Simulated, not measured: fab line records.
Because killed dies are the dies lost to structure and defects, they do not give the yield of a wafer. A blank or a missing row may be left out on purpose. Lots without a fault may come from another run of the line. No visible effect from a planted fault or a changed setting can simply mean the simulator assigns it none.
Lot-split experiment || flow sky130 || route with 708 steps; 5 lots, 23 wafers read

== ON THE SPLIT ==
At SKY_METAL1_SPUTTER_01 (material TiN, target thk 20 nm, time 16.7 s), the setting power w was moved away from the recipe's 6500 W on 7 of the 23 wafers read, by -10.4% to -3.7%. The other wafers ran this setting at the recipe's value.

Reading taken at the split's own step.

== THE READING ==
TiN_of_METAL1_SPUTTER_01.thk nm (the simulator's own value, which no gauge read), in nm, at SKY_METAL1_SPUTTER_01 (material TiN, target thk 20 nm, time 16.7 s). The file does not state a usual value for it. Across the 16 wafers here that went through the recipe, the average is 19.99 nm and the standard deviation 0.21 nm.

{"wafer": "L078.2", "tool, chamber at the split": "pvd sputter-02, -", "power w as run, W": 6500, "against the recipe": "recipe", "TiN_of_METAL1_SPUTTER_01.thk nm, nm": 20.04, "against lot-mates on the recipe": "-"}
{"wafer": "L078.4", "tool, chamber at the split": "pvd sputter-02, -", "power w as run, W": 6500, "against the recipe": "recipe", "TiN_of_METAL1_SPUTTER_01.thk nm, nm": 20.17, "against lot-mates on the recipe": "-"}
{"wafer": "L078.6", "tool, chamber at the split": "pvd sputter-02, -", "power w as run, W": 6500, "against the recipe": "recipe", "TiN_of_METAL1_SPUTTER_01.thk nm, nm": 20.11, "against lot-mates on the recipe": "-"}
{"wafer": "L079.1", "tool, chamber at the split": "pvd sputter-02, -", "power w as run, W": 6500, "against the recipe": "recipe", "TiN_of_METAL1_SPUTTER_01.thk nm, nm": 20.25, "against lot-mates on the recipe": "-"}
{"wafer": "L079.2", "tool, chamber at the split": "pvd sputter-02, -", "power w as run, W": 6500, "against the recipe": "recipe", "TiN_of_METAL1_SPUTTER_01.thk nm, nm": 20.26, "against lot-mates on the recipe": "-"}
{"wafer": "L079.3", "tool, chamber at the split": "pvd sputter-02, -", "power w as run, W": 6500, "against the recipe": "recipe", "TiN_of_METAL1_SPUTTER_01.thk nm, nm": 20.18, "against lot-mates on the recipe": "-"}
{"wafer": "L079.5", "tool, chamber at the split": "pvd sputter-02, -", "power w as run, W": 6500, "against the recipe": "recipe", "TiN_of_METAL1_SPUTTER_01.thk nm, nm": 20.01, "against lot-mates on the recipe": "-"}
{"wafer": "L079.6", "tool, chamber at the split": "pvd sputter-02, -", "power w as run, W": 6500, "against the recipe": "recipe", "TiN_of_METAL1_SPUTTER_01.thk nm, nm": 20.13, "against lot-mates on the recipe": "-"}
{"wafer": "L081.1", "tool, chamber at the split": "pvd sputter-01, -", "power w as run, W": 6500, "against the recipe": "recipe", "TiN_of_METAL1_SPUTTER_01.thk nm, nm": 20.17, "against lot-mates on the recipe": "-"}
{"wafer": "L081.2", "tool, chamber at the split": "pvd sputter-01, -", "power w as run, W": 6500, "against the recipe": "recipe", "TiN_of_METAL1_SPUTTER_01.thk nm, nm": 19.86, "against lot-mates on the recipe": "-"}
{"wafer": "L081.3", "tool, chamber at the split": "pvd sputter-01, -", "power w as run, W": 6500, "against the recipe": "recipe", "TiN_of_METAL1_SPUTTER_01.thk nm, nm": 19.86, "against lot-mates on the recipe": "-"}
{"wafer": "L081.5", "tool, chamber at the split": "pvd sputter-01, -", "power w as run, W": 5823, "against the recipe": "-10.4%", "TiN_of_METAL1_SPUTTER_01.thk nm, nm": 17.76, "against lot-mates on the recipe": -2.20}
{"wafer": "L081.6", "tool, chamber at the split": "pvd sputter-01, -", "power w as run, W": 5823, "against the recipe": "-10.4%", "TiN_of_METAL1_SPUTTER_01.thk nm, nm": 18.1, "against lot-mates on the recipe": -1.86}
{"wafer": "L082.1", "tool, chamber at the split": "pvd sputter-03, -", "power w as run, W": 6500, "against the recipe": "recipe", "TiN_of_METAL1_SPUTTER_01.thk nm, nm": 19.69, "against lot-mates on the recipe": "-"}
{"wafer": "L082.3", "tool, chamber at the split": "pvd sputter-03, -", "power w as run, W": 6261, "against the recipe": "-3.7%", "TiN_of_METAL1_SPUTTER_01.thk nm, nm": 18.92, "against lot-mates on the recipe": -0.76}
{"wafer": "L082.4", "tool, chamber at the split": "pvd sputter-03, -", "power w as run, W": 6261, "against the recipe": "-3.7%", "TiN_of_METAL1_SPUTTER_01.thk nm, nm": 18.84, "against lot-mates on the recipe": -0.84}
{"wafer": "L082.5", "tool, chamber at the split": "pvd sputter-03, -", "power w as run, W": 6500, "against the recipe": "recipe", "TiN_of_METAL1_SPUTTER_01.thk nm, nm": 19.71, "against lot-mates on the recipe": "-"}
{"wafer": "L082.6", "tool, chamber at the split": "pvd sputter-03, -", "power w as run, W": 6500, "against the recipe": "recipe", "TiN_of_METAL1_SPUTTER_01.thk nm, nm": 19.64, "against lot-mates on the recipe": "-"}
{"wafer": "L084.1", "tool, chamber at the split": "pvd sputter-02, -", "power w as run, W": 6257, "against the recipe": "-3.7%", "TiN_of_METAL1_SPUTTER_01.thk nm, nm": 19.18, "against lot-mates on the recipe": -0.68}
{"wafer": "L084.2", "tool, chamber at the split": "pvd sputter-02, -", "power w as run, W": 6257, "against the recipe": "-3.7%", "TiN_of_METAL1_SPUTTER_01.thk nm, nm": 19.27, "against lot-mates on the recipe": -0.59}
{"wafer": "L084.3", "tool, chamber at the split": "pvd sputter-02, -", "power w as run, W": 6257, "against the recipe": "-3.7%", "TiN_of_METAL1_SPUTTER_01.thk nm, nm": 18.96, "against lot-mates on the recipe": -0.90}
{"wafer": "L084.5", "tool, chamber at the split": "pvd sputter-02, -", "power w as run, W": 6500, "against the recipe": "recipe", "TiN_of_METAL1_SPUTTER_01.thk nm, nm": 19.68, "against lot-mates on the recipe": "-"}
{"wafer": "L084.6", "tool, chamber at the split": "pvd sputter-02, -", "power w as run, W": 6500, "against the recipe": "recipe", "TiN_of_METAL1_SPUTTER_01.thk nm, nm": 20.04, "against lot-mates on the recipe": "-"}

FIT RESULTS
A straight line over all 23 wafers: TiN_of_METAL1_SPUTTER_01.thk nm changes by +0.208 nm for each +1% of power w; r = +0.95; the points scatter about the line by 0.23 nm.
The same after taking each lot's own level away (the mean of its wafers on the recipe; 23 wafers): +0.197 nm for each +1%; r = +0.98; scatter 0.12 nm.
On that fit, the largest move of power w shifts the reading by 2 nm.
The span of the lots' own levels, 19.680 to 20.166 nm, comes to 2.3 times the standard deviation stated above.
Consequently the slope shifts little with the lot-to-lot level, the two slopes agreeing.
Check: -1.95 nm against its lot-mates is what the line predicts for one of the wafers moved furthest among these (-10.4%) when that wafer is left out of the fit. It came out at -2.2 nm against them.

== ADDITIONAL SPLITS CARRIED BY THESE WAFERS ==
Before the reading, these wafers also passed through other splits. Each is held against what the fit with the lots' levels taken away leaves over:
{"other split on the same wafers": "SKY_LDD_HVP_IMPLANT_08 energy kev", "wafers away from the commonest value": 8, "r with TiN_of_METAL1_SPUTTER_01.thk nm (lot level and that fit taken away)": "+0.15"}
{"other split on the same wafers": "SKY_POLY_CUT_ETCH_10 time s", "wafers away from the commonest value": 9, "r with TiN_of_METAL1_SPUTTER_01.thk nm (lot level and that fit taken away)": -0.44}
{"other split on the same wafers": "SKY_SD_N_IMPLANT_09 energy kev", "wafers away from the commonest value": 7, "r with TiN_of_METAL1_SPUTTER_01.thk nm (lot level and that fit taken away)": "+0.06"}
{"other split on the same wafers": "SKY_LI_CONTACT_HDPCVD_00 time s", "wafers away from the commonest value": 10, "r with TiN_of_METAL1_SPUTTER_01.thk nm (lot level and that fit taken away)": "+0.03"}
{"other split on the same wafers": "SKY_LOCAL_INTERCONNECT_COAT_06 spin rpm", "wafers away from the commonest value": 5, "r with TiN_of_METAL1_SPUTTER_01.thk nm (lot level and that fit taken away)": "+0.00"}
{"other split on the same wafers": "SKY_LOCAL_INTERCONNECT_STRIP_15 pressure mtorr", "wafers away from the commonest value": 15, "r with TiN_of_METAL1_SPUTTER_01.thk nm (lot level and that fit taken away)": "+0.07"}
{"other split on the same wafers": "SKY_CONTACT_DEVELOP_13 dev temp c", "wafers away from the commonest value": 12, "r with TiN_of_METAL1_SPUTTER_01.thk nm (lot level and that fit taken away)": "+0.00"}

== THE FILE'S OWN FIT ==
TiN_of_METAL1_SPUTTER_01.thk nm changes by +0.197 nm for each +1% of power w, r = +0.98.
